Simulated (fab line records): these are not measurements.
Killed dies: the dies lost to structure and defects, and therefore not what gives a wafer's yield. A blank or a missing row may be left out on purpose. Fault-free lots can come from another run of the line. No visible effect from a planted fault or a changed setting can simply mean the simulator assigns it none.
fab line records	flow sky130
[record] lots = 24	wafers = 72	last-day = 50
route steps=708 shown METAL2@502 METAL3@536 CAPM@538 VIA3@576 METAL4@599
lots with no fault: from the same line, run without faults
start-h: the number of hours between the record's first day and the start of the first shown wafer of the lot	wait-h: time in hours since the lot's previous step	" repeats the value in the row above	L1.1+2: a single row standing in for several wafers	- no value, or no start was given	* or withheld: withheld	< > ~ a bound
route shown NAME@n: names a module that has steps shown in the file, with the first one's number in the route	usual: the fault-free wafers' mean and standard deviation	same: alike in all rows	chamber/n: place in a boat	sites: the reading at each site	_std_site: standard deviation of those values	_edge_site: the outer-site mean with the inner-site mean subtracted	radius-mm: how far each site lies from the wafer's centre	mask NAME#n: copy n	behind: the last tool/chamber to shape the wafer	hold: reason for holding the lot/hours on hold/outcome of the hold	device: which transistor (n, p or np) failed to switch	end of line: the route-end tests of the same wafers	where a step has no rows: the recipe by itself	killed: at the first sort, the dies lost to defects and structure; wafer yield is something else	map: a wafer's dies, x killed, . not, _ none there
set.NAME: the setting as run; set.NAME@STEP: as run at that earlier step	model.NAME: the simulator's own value behind a step, which no gauge read
a sample of lots followed through the steps of the route, with each step as a table and each wafer as a row
services: a tool's chamber out of use, with start hour (start-h, from the record's first day; less than 0 if before it), hours out, and reason
[[steps]]
[step SKY_METAL2_METAL_ETCH_19]
[recipe] target-depth-a = 3600	stop-on = SiO2	over-etch-frac = 0.3	time-s = 78	chemistry = Cl2/BCl3	resist-sidewall-deg = 88	pressure-mtorr = 10	icp-w = 900	bias-w = 48.5	Cl2_flow_sccm = 60	bcl3-flow-sccm = 30
[usual] drypump-motor-current-A = 5.8/0.36	he-backside-leak-sccm = 3.37/0.26	oes-product-au = 0.856/0.0061	throttle-valve-pct = 22.264/0.0082
lot.wafer	tool	chamber	start-h	wait-h	drypump-motor-current-A	he-backside-leak-sccm	oes-product-au	rf-hours-counter-h	throttle-valve-pct
L074.1	rie-metal-03	0	815.12	0.0	6.0	3.04	0.862	0	22.259
L074.5	"	1	"	"	5.8	3.48	0.852	-	22.269
L074.6	"	0	"	"	6.0	3.07	0.861	-	22.263
L075.2	rie-metal-02	1	822.56	0.0	6.0	3.37	0.853	15	22.258
L075.3	"	1	"	"	6.0	3.30	0.854	-	22.261
L075.6	"	1	"	"	6.0	3.11	0.861	-	22.278
L076.3	rie-metal-02	0	833.40	0.1	6.3	3.28	0.854	-	22.267
L076.4	"	1	"	"	6.0	3.32	0.860	-	22.273
L076.6	"	0	"	"	6.3	3.31	0.857	-	22.252
L077.3	rie-metal-03	1	839.58	0.1	5.8	3.50	0.842	-	22.262
L077.4	"	0	"	"	6.0	3.15	0.844	-	22.275
L077.5	"	1	"	"	5.8	3.77	0.855	-	22.261
L078.1	rie-metal-02	0	849.65	0.1	6.3	3.39	0.855	17	22.263
L078.2	"	0	"	"	6.3	3.36	0.856	-	22.270
L078.3	"	0	"	"	6.3	3.46	0.853	-	22.268
L079.2	rie-metal-03	1	864.70	0.0	5.8	3.82	0.865	3	22.267
L079.3	"	1	"	"	5.8	4.04	0.856	-	22.278
L079.4	"	0	"	"	6.0	3.20	0.861	-	22.266
L080.2	rie-metal-02	0	875.94	0.0	6.3	3.41	0.857	18	22.274
L080.3	"	0	"	"	6.3	3.34	0.870	-	22.288
L080.6	"	1	"	"	6.0	3.37	0.860	-	22.262
L081.3	rie-metal-01	0	877.80	0.1	5.1	3.35	0.861	-	22.280
L081.4	"	1	"	"	6.0	3.31	0.858	-	22.277
L081.6	"	0	"	"	5.1	3.34	0.849	-	22.263
L082.1	rie-metal-03	1	880.65	0.0	5.8	3.49	0.853	4	22.262
L082.3	"	0	"	"	6.0	3.06	0.857	-	22.287
L082.6	"	0	"	"	6.0	3.03	0.864	-	22.263
L083.1	rie-metal-01	1	880.82	0.0	6.0	3.21	0.848	1	22.270
L083.2	"	0	"	"	5.1	3.34	0.851	8	22.276
L083.3	"	1	"	"	6.0	3.26	0.856	-	22.276
L084.2	rie-metal-02	0	886.87	0.0	6.3	3.32	0.852	19	22.264
L084.3	"	0	"	"	6.3	3.26	0.862	-	22.276
L084.5	"	0	"	"	6.3	3.28	0.862	-	22.256
L085.3	rie-metal-03	1	895.53	0.1	5.8	3.52	0.858	-	22.284
L085.5	"	0	"	"	6.0	3.19	0.859	-	22.257
L085.6	"	1	"	"	5.8	3.27	0.862	-	22.258
L086.3	rie-metal-03	1	903.08	0.1	5.8	3.54	0.854	-	22.263
L086.5	"	1	"	"	5.8	3.23	0.860	-	22.264
L086.6	"	0	"	"	6.0	3.26	0.853	-	22.275
L087.1	rie-metal-02	1	910.32	0.0	6.0	3.42	0.853	3	22.276
L087.2	"	0	"	"	6.3	3.31	0.869	20	22.254
L087.5	"	0	"	"	6.3	3.21	0.863	-	22.271
L088.1	rie-metal-01	1	915.50	0.0	6.0	3.42	0.846	3	22.267
L088.2	"	0	"	"	5.1	3.24	0.846	9	22.278
L088.3	"	0	"	"	5.1	3.37	0.848	-	22.247
L089.1	rie-metal-01	0	924.45	0.0	5.1	3.39	0.861	10	22.267
L089.3	"	1	"	"	6.0	2.96	0.863	-	22.260
L089.5	"	0	"	"	5.1	3.37	0.861	-	22.267
L090.1	rie-metal-01	0	959.00	0.0	5.1	3.49	0.855	11	22.257
L090.2	"	1	"	"	6.0	3.42	0.845	5	22.249
L090.3	"	1	"	"	6.0	2.96	0.858	-	22.263
L092.4	rie-metal-03	1	960.70	0.1	5.8	3.77	0.858	-	22.262
L092.5	"	0	"	"	6.0	3.28	0.849	-	22.256
L092.6	"	1	"	"	5.8	3.82	0.852	-	22.252
L091.1	rie-metal-01	1	963.02	0.0	6.0	3.59	0.845	5	22.259
L091.2	"	0	"	"	5.1	3.15	0.853	12	22.273
L091.5	"	1	"	"	6.0	3.34	0.861	-	22.255
L093.2	rie-metal-03	0	963.17	0.0	6.0	3.26	0.852	7	22.279
L093.5	"	0	"	"	6.0	3.26	0.866	-	22.267
L093.6	"	1	"	"	5.8	3.74	0.848	-	22.264
L094.1	rie-metal-03	0	965.87	0.0	6.0	3.11	0.860	7	22.263
L094.4	"	1	"	"	5.8	3.22	0.854	-	22.275
L094.5	"	1	"	"	5.8	3.46	0.859	-	22.261
L095.3	rie-metal-01	1	970.03	0.1	6.0	3.30	0.863	-	22.262
L095.4	"	0	"	"	5.1	3.47	0.864	-	22.254
L095.6	"	1	"	"	6.0	3.72	0.856	-	22.270
L096.4	rie-metal-01	0	974.90	0.1	5.1	3.39	0.859	-	22.255
L096.5	"	1	"	"	6.0	3.26	0.852	-	22.265
L096.6	"	0	"	"	5.1	3.55	0.858	-	22.271
L097.2	rie-metal-03	0	981.50	0.1	6.0	3.19	0.866	8	22.270
L097.3	"	1	"	"	5.8	3.60	0.854	-	22.245
L097.4	"	0	"	"	6.0	3.18	0.859	-	22.256
[step SKY_METAL3_SPUTTER_04]
[recipe] material = TiN	target-thk-nm = 70	power-w = 6500	time-s = 58.3	chamber-pressure-pa = 0.4
[usual] throttle-valve-pct = 29.5/0.98
lot.wafer	tool	chamber	start-h	wait-h	throttle-valve-pct
L074.1	pvd-sputter-04	-	844.73	0.0	29.6
L074.5	"	-	"	"	28.3
L074.6	"	-	"	"	29.9
L075.2	pvd-sputter-03	-	851.84	0.0	28.8
L075.3	"	-	"	"	31.2
L075.6	"	-	"	"	29.2
L076.3	pvd-sputter-01	-	862.54	0.0	30.7
L076.4	"	-	"	"	29.4
L076.6	"	-	"	"	30.5
L077.3	pvd-sputter-04	-	868.60	0.0	30.0
L077.4	"	-	"	"	28.4
L077.5	"	-	"	"	30.2
L078.1	pvd-sputter-03	-	878.80	0.0	28.9
L078.2	"	-	"	"	28.1
L078.3	"	-	"	"	28.9
L079.2	pvd-sputter-03	-	893.56	0.0	28.1
L079.3	"	-	"	"	29.3
L079.4	"	-	"	"	31.1
L080.2	pvd-sputter-03	-	904.28	0.0	29.5
L080.3	"	-	"	"	31.2
L080.6	"	-	"	"	31.1
L081.3	pvd-sputter-01	-	906.15	0.0	30.0
L081.4	"	-	"	"	29.6
L081.6	"	-	"	"	30.2
L082.1	pvd-sputter-01	-	909.25	0.0	30.6
L082.3	"	-	"	"	30.2
L082.6	"	-	"	"	30.4
L083.1	pvd-sputter-04	-	909.60	0.0	30.0
L083.2	"	-	"	"	29.8
L083.3	"	-	"	"	28.5
L084.2	pvd-sputter-03	-	915.21	0.0	28.2
L084.3	"	-	"	"	28.5
L084.5	"	-	"	"	29.3
L085.3	pvd-sputter-04	-	922.90	0.0	28.3
L085.5	"	-	"	"	29.9
L085.6	"	-	"	"	28.3
L086.3	pvd-sputter-03	-	930.64	0.0	29.2
L086.5	"	-	"	"	28.4
L086.6	"	-	"	"	31.1
L087.1	pvd-sputter-03	-	937.71	0.0	28.2
L087.2	"	-	"	"	28.8
L087.5	"	-	"	"	31.1
L088.1	pvd-sputter-01	-	943.89	0.0	30.3
L088.2	"	-	"	"	29.3
L088.3	"	-	"	"	30.3
L089.1	pvd-sputter-01	-	951.59	0.0	29.5
L089.3	"	-	"	"	30.1
L089.5	"	-	"	"	30.9
L090.1	pvd-sputter-03	-	985.90	0.0	29.1
L090.2	"	-	"	"	31.0
L090.3	"	-	"	"	29.3
L092.4	pvd-sputter-01	-	987.83	0.0	30.4
L092.5	"	-	"	"	30.8
L092.6	"	-	"	"	29.3
L091.1	pvd-sputter-03	-	989.38	0.0	28.0
L091.2	"	-	"	"	31.1
L091.5	"	-	"	"	28.8
L093.2	pvd-sputter-04	-	989.38	0.0	29.7
L093.5	"	-	"	"	30.4
L093.6	"	-	"	"	28.1
L094.1	pvd-sputter-04	-	992.62	0.0	30.1
L094.4	"	-	"	"	29.7
L094.5	"	-	"	"	29.9
L095.3	pvd-sputter-04	-	996.80	0.0	30.3
L095.4	"	-	"	"	28.3
L095.6	"	-	"	"	29.8
L096.4	pvd-sputter-01	-	1001.52	0.0	30.3
L096.5	"	-	"	"	29.5
L096.6	"	-	"	"	30.8
L097.2	pvd-sputter-04	-	1007.17	0.0	28.1
L097.3	"	-	"	"	28.3
L097.4	"	-	"	"	29.8
[step SKY_CAPM_THK_MEAS_01]
[recipe] reads = SiO2_of_CAPM_CVD_00
[usual] CAPM_CVD_00_THK = 15.42/0.2
lot.wafer	tool	chamber	start-h	wait-h	CAPM_CVD_00_THK[nm]
L074.1	film-metro-03	-	844.80	-	15.22
L074.5	"	-	"	"	15.87
L074.6	"	-	"	"	15.57
L075.2	film-metro-04	-	851.92	-	15.18
L075.3	"	-	"	"	15.39
L075.6	"	-	"	"	15.78
L076.3	film-metro-01	-	862.63	-	15.05
L076.4	"	-	"	"	15.62
L076.6	"	-	"	"	15.40
L077.3	film-metro-04	-	868.69	-	15.19
L077.4	"	-	"	"	15.72
L077.5	"	-	"	"	15.64
L078.1	film-metro-03	-	878.87	-	15.15
L078.2	"	-	"	"	15.44
L078.3	"	-	"	"	15.55
L079.2	film-metro-04	-	893.64	-	15.28
L079.3	"	-	"	"	15.53
L079.4	"	-	"	"	15.86
L080.2	film-metro-01	-	904.36	-	15.44
L080.3	"	-	"	"	15.30
L080.6	"	-	"	"	15.52
L081.3	film-metro-01	-	906.24	-	15.51
L081.4	"	-	"	"	15.84
L081.6	"	-	"	"	15.38
L082.1	film-metro-01	-	909.32	-	15.22
L082.3	"	-	"	"	15.31
L082.6	"	-	"	"	15.34
L083.1	film-metro-04	-	909.67	-	15.37
L083.2	"	-	"	"	15.36
L083.3	"	-	"	"	15.29
L084.2	film-metro-04	-	915.30	-	15.13
L084.3	"	-	"	"	15.12
L084.5	"	-	"	"	15.57
L085.3	film-metro-03	-	922.99	-	15.56
L085.5	"	-	"	"	15.63
L085.6	"	-	"	"	15.78
L086.3	film-metro-03	-	930.73	-	15.42
L086.5	"	-	"	"	15.50
L086.6	"	-	"	"	15.88
L087.1	film-metro-01	-	937.78	-	15.33
L087.2	"	-	"	"	15.48
L087.5	"	-	"	"	15.25
L088.1	film-metro-03	-	943.96	-	15.51
L088.2	"	-	"	"	15.26
L088.3	"	-	"	"	15.12
L089.1	film-metro-03	-	951.66	-	15.05
L089.3	"	-	"	"	15.44
L089.5	"	-	"	"	15.67
L090.1	film-metro-04	-	985.97	-	15.49
L090.2	"	-	"	"	15.07
L090.3	"	-	"	"	15.45
L092.4	film-metro-03	-	987.93	-	15.40
L092.5	"	-	"	"	15.80
L092.6	"	-	"	"	15.23
L091.1	film-metro-01	-	989.45	-	15.16
L091.2	"	-	"	"	15.37
L091.5	"	-	"	"	15.22
L093.2	film-metro-03	-	989.46	-	15.29
L093.5	"	-	"	"	15.16
L093.6	"	-	"	"	15.52
L094.1	film-metro-04	-	992.69	-	15.22
L094.4	"	-	"	"	15.97
L094.5	"	-	"	"	15.63
L095.3	film-metro-04	-	996.89	-	15.40
L095.4	"	-	"	"	15.35
L095.6	"	-	"	"	15.36
L096.4	film-metro-04	-	1001.63	-	15.44
L096.5	"	-	"	"	15.41
L096.6	"	-	"	"	15.43
L097.2	film-metro-01	-	1007.29	-	15.41
L097.3	"	-	"	"	15.35
L097.4	"	-	"	"	15.52
[step SKY_VIA3_BOW_MEAS_03]
[recipe] mode = bow
[usual] VIA3_BOW = 79/8.5
lot.wafer	tool	chamber	start-h	wait-h	VIA3_BOW[um]
L074.1	film-metro-04	-	899.72	0.1	90
L074.5	"	-	"	"	99
L074.6	"	-	"	"	86
L075.2	film-metro-04	-	906.37	0.2	85
L075.3	"	-	"	"	92
L075.6	"	-	"	"	91
L076.3	film-metro-04	-	916.05	0.2	96
L076.4	"	-	"	"	90
L076.6	"	-	"	"	90
L077.3	film-metro-01	-	921.76	0.2	92
L077.4	"	-	"	"	95
L077.5	"	-	"	"	85
L078.1	film-metro-04	-	931.63	0.1	91
L078.2	"	-	"	"	72
L078.3	"	-	"	"	80
L079.2	film-metro-04	-	945.60	0.3	70
L079.3	"	-	"	"	69
L079.4	"	-	"	"	82
L080.2	film-metro-02	-	955.94	0.3	80
L080.3	"	-	"	"	85
L080.6	"	-	"	"	74
L081.3	film-metro-01	-	958.12	0.1	74
L081.4	"	-	"	"	78
L081.6	"	-	"	"	69
L082.1	film-metro-02	-	960.84	0.1	75
L082.3	"	-	"	"	78
L082.6	"	-	"	"	74
L083.1	film-metro-04	-	961.15	0.2	71
L083.2	"	-	"	"	81
L083.3	"	-	"	"	73
L084.2	film-metro-02	-	966.69	0.2	92
L084.3	"	-	"	"	91
L084.5	"	-	"	"	88
L085.3	film-metro-02	-	975.34	0.3	71
L085.5	"	-	"	"	72
L085.6	"	-	"	"	72
L086.3	film-metro-01	-	982.32	0.1	69
L086.5	"	-	"	"	77
L086.6	"	-	"	"	79
L087.1	film-metro-02	-	988.08	0.2	92
L087.2	"	-	"	"	74
L087.5	"	-	"	"	80
L088.1	film-metro-01	-	994.81	0.2	86
L088.2	"	-	"	"	78
L088.3	"	-	"	"	83
L089.1	film-metro-02	-	1000.57	0.2	87
L089.3	"	-	"	"	79
L089.5	"	-	"	"	74
L090.1	film-metro-02	-	1034.20	0.2	81
L090.2	"	-	"	"	86
L090.3	"	-	"	"	87
L092.4	film-metro-01	-	1035.69	0.2	82
L092.5	"	-	"	"	94
L092.6	"	-	"	"	77
L091.1	film-metro-04	-	1036.63	0.1	81
L091.2	"	-	"	"	69
L091.5	"	-	"	"	89
L093.2	film-metro-01	-	1036.92	0.3	79
L093.5	"	-	"	"	76
L093.6	"	-	"	"	66
L094.1	film-metro-01	-	1040.31	0.1	71
L094.4	"	-	"	"	72
L094.5	"	-	"	"	71
L095.3	film-metro-01	-	1044.90	0.3	67
L095.4	"	-	"	"	82
L095.6	"	-	"	"	77
L096.4	film-metro-04	-	1048.43	0.2	71
L096.5	"	-	"	"	67
L096.6	"	-	"	"	67
L097.2	film-metro-01	-	1054.97	0.2	80
L097.3	"	-	"	"	88
L097.4	"	-	"	"	95
[step SKY_METAL4_SPUTTER_01]
[recipe] material = TiN	target-thk-nm = 20	power-w = 6500	time-s = 16.7	chamber-pressure-pa = 0.4
[usual] throttle-valve-pct = 29.6/0.94
lot.wafer	tool	chamber	start-h	wait-h	throttle-valve-pct
L074.1	pvd-sputter-04	-	926.13	0.0	29.7
L074.5	"	-	"	"	30.2
L074.6	"	-	"	"	28.5
L075.2	pvd-sputter-02	-	931.91	0.0	28.4
L075.3	"	-	"	"	30.1
L075.6	"	-	"	"	28.3
L076.3	pvd-sputter-02	-	942.23	0.0	30.9
L076.4	"	-	"	"	30.2
L076.6	"	-	"	"	30.9
L077.3	pvd-sputter-04	-	948.74	0.0	28.7
L077.4	"	-	"	"	28.3
L077.5	"	-	"	"	30.3
L078.1	pvd-sputter-02	-	957.81	0.0	28.5
L078.2	"	-	"	"	30.5
L078.3	"	-	"	"	28.1
L079.2	pvd-sputter-04	-	971.60	0.0	30.3
L079.3	"	-	"	"	29.7
L079.4	"	-	"	"	28.2
L080.2	pvd-sputter-04	-	982.00	0.0	28.5
L080.3	"	-	"	"	30.0
L080.6	"	-	"	"	28.3
L081.3	pvd-sputter-02	-	983.65	0.0	28.7
L081.4	"	-	"	"	30.0
L081.6	"	-	"	"	30.8
L082.1	pvd-sputter-02	-	987.09	0.0	28.3
L082.3	"	-	"	"	28.1
L082.6	"	-	"	"	28.3
L083.1	pvd-sputter-01	-	987.16	0.0	30.3
L083.2	"	-	"	"	30.5
L083.3	"	-	"	"	29.3
L084.2	pvd-sputter-01	-	992.23	0.0	30.7
L084.3	"	-	"	"	30.1
L084.5	"	-	"	"	29.8
L085.3	pvd-sputter-04	-	999.88	0.0	30.1
L085.5	"	-	"	"	29.7
L085.6	"	-	"	"	28.5
L086.3	pvd-sputter-01	-	1006.91	0.0	30.2
L086.5	"	-	"	"	30.6
L086.6	"	-	"	"	30.3
L087.1	pvd-sputter-04	-	1012.25	0.0	29.7
L087.2	"	-	"	"	30.5
L087.5	"	-	"	"	29.8
L088.1	pvd-sputter-01	-	1018.91	0.0	29.5
L088.2	"	-	"	"	31.2
L088.3	"	-	"	"	29.8
L089.1	pvd-sputter-02	-	1024.85	0.0	30.5
L089.3	"	-	"	"	28.6
L089.5	"	-	"	"	30.7
L090.1	pvd-sputter-04	-	1058.44	0.0	28.2
L090.2	"	-	"	"	28.3
L090.3	"	-	"	"	29.9
L092.4	pvd-sputter-01	-	1059.86	0.0	30.3
L092.5	"	-	"	"	29.7
L092.6	"	-	"	"	30.7
L091.1	pvd-sputter-01	-	1060.05	0.0	30.6
L091.2	"	-	"	"	30.4
L091.5	"	-	"	"	29.6
L093.2	pvd-sputter-01	-	1060.71	0.0	30.0
L093.5	"	-	"	"	30.3
L093.6	"	-	"	"	30.0
L094.1	pvd-sputter-01	-	1063.11	0.0	30.9
L094.4	"	-	"	"	30.2
L094.5	"	-	"	"	30.7
L095.3	pvd-sputter-01	-	1068.86	0.0	30.1
L095.4	"	-	"	"	30.8
L095.6	"	-	"	"	30.3
L096.4	pvd-sputter-04	-	1071.60	0.0	29.7
L096.5	"	-	"	"	28.1
L096.6	"	-	"	"	29.8
L097.2	pvd-sputter-04	-	1077.62	0.0	28.2
L097.3	"	-	"	"	27.9
L097.4	"	-	"	"	30.2
[step SKY_METAL4_SPUTTER_04]
[recipe] material = TiN	target-thk-nm = 70	power-w = 6500	time-s = 58.3	chamber-pressure-pa = 0.4
[usual] throttle-valve-pct = 29.6/0.97
lot.wafer	tool	chamber	start-h	wait-h	throttle-valve-pct
L074.1	pvd-sputter-04	-	926.21	0.0	29.8
L074.5	"	-	"	"	30.3
L074.6	"	-	"	"	27.9
L075.2	pvd-sputter-02	-	931.99	0.0	28.4
L075.3	"	-	"	"	30.1
L075.6	"	-	"	"	28.4
L076.3	pvd-sputter-02	-	942.31	0.0	30.8
L076.4	"	-	"	"	30.0
L076.6	"	-	"	"	30.6
L077.3	pvd-sputter-04	-	948.82	0.0	28.1
L077.4	"	-	"	"	28.4
L077.5	"	-	"	"	30.2
L078.1	pvd-sputter-02	-	957.89	0.0	28.4
L078.2	"	-	"	"	29.9
L078.3	"	-	"	"	28.2
L079.2	pvd-sputter-04	-	971.68	0.0	30.2
L079.3	"	-	"	"	29.7
L079.4	"	-	"	"	28.4
L080.2	pvd-sputter-04	-	982.08	0.0	28.3
L080.3	"	-	"	"	29.8
L080.6	"	-	"	"	28.1
L081.3	pvd-sputter-02	-	983.73	0.0	28.3
L081.4	"	-	"	"	30.0
L081.6	"	-	"	"	30.9
L082.1	pvd-sputter-02	-	987.18	0.0	28.3
L082.3	"	-	"	"	28.4
L082.6	"	-	"	"	28.4
L083.1	pvd-sputter-01	-	987.24	0.0	30.3
L083.2	"	-	"	"	30.7
L083.3	"	-	"	"	29.6
L084.2	pvd-sputter-01	-	992.31	0.0	30.6
L084.3	"	-	"	"	29.9
L084.5	"	-	"	"	29.9
L085.3	pvd-sputter-04	-	999.96	0.0	30.2
L085.5	"	-	"	"	29.9
L085.6	"	-	"	"	28.3
L086.3	pvd-sputter-01	-	1007.00	0.0	30.4
L086.5	"	-	"	"	30.5
L086.6	"	-	"	"	30.0
L087.1	pvd-sputter-04	-	1012.33	0.0	29.7
L087.2	"	-	"	"	30.3
L087.5	"	-	"	"	29.8
L088.1	pvd-sputter-01	-	1019.00	0.0	29.4
L088.2	"	-	"	"	30.9
L088.3	"	-	"	"	30.1
L089.1	pvd-sputter-02	-	1024.93	0.0	31.0
L089.3	"	-	"	"	28.3
L089.5	"	-	"	"	30.8
L090.1	pvd-sputter-04	-	1058.52	0.0	28.4
L090.2	"	-	"	"	28.3
L090.3	"	-	"	"	29.8
L092.4	pvd-sputter-01	-	1059.95	0.0	30.4
L092.5	"	-	"	"	29.3
L092.6	"	-	"	"	30.6
L091.1	pvd-sputter-01	-	1060.13	0.0	30.7
L091.2	"	-	"	"	30.3
L091.5	"	-	"	"	29.2
L093.2	pvd-sputter-01	-	1060.79	0.0	30.1
L093.5	"	-	"	"	30.1
L093.6	"	-	"	"	30.0
L094.1	pvd-sputter-01	-	1063.20	0.0	30.7
L094.4	"	-	"	"	30.3
L094.5	"	-	"	"	30.8
L095.3	pvd-sputter-01	-	1068.94	0.0	30.1
L095.4	"	-	"	"	30.9
L095.6	"	-	"	"	30.5
L096.4	pvd-sputter-04	-	1071.68	0.0	29.8
L096.5	"	-	"	"	28.4
L096.6	"	-	"	"	29.7
L097.2	pvd-sputter-04	-	1077.70	0.0	28.5
L097.3	"	-	"	"	28.2
L097.4	"	-	"	"	30.5
[[services]]
tool	chamber	start-h	hours	kind
pvd-sputter-04	-	793.85	1.6	repair
pvd-sputter-03	-	807.58	1.4	repair
pvd-sputter-04	3	832.59	-	consumable-replace:kit
pvd-sputter-04	3	832.59	18.0	scheduled-down
pvd-sputter-04	3	832.59	18.0	vent-cycle
rie-metal-03	1	859.73	4.3	repair
pvd-sputter-03	-	879.07	4.5	repair
rie-metal-03	-	884.77	4.0	pm
pvd-sputter-03	-	928.79	0.6	repair
rie-metal-01	-	942.61	0.2	repair
pvd-sputter-01	2	951.64	-	consumable-replace:kit
pvd-sputter-01	2	951.64	18.0	scheduled-down
pvd-sputter-01	2	951.64	18.0	vent-cycle
pvd-sputter-03	-	999.83	1.9	repair
pvd-sputter-01	-	1008.39	2.2	repair
pvd-sputter-04	-	1020.70	25.5	repair
pvd-sputter-03	-	1029.83	0.6	repair
pvd-sputter-01	1	1030.71	-	consumable-replace:kit
pvd-sputter-01	1	1030.71	18.0	scheduled-down
pvd-sputter-04	-	1037.26	3.9	repair
rie-metal-02	-	1037.84	0.4	repair
pvd-sputter-03	-	1054.86	1.7	repair
pvd-sputter-04	-	1067.73	3.7	repair
pvd-sputter-03	-	1069.94	2.9	repair
[[key]]
fault none
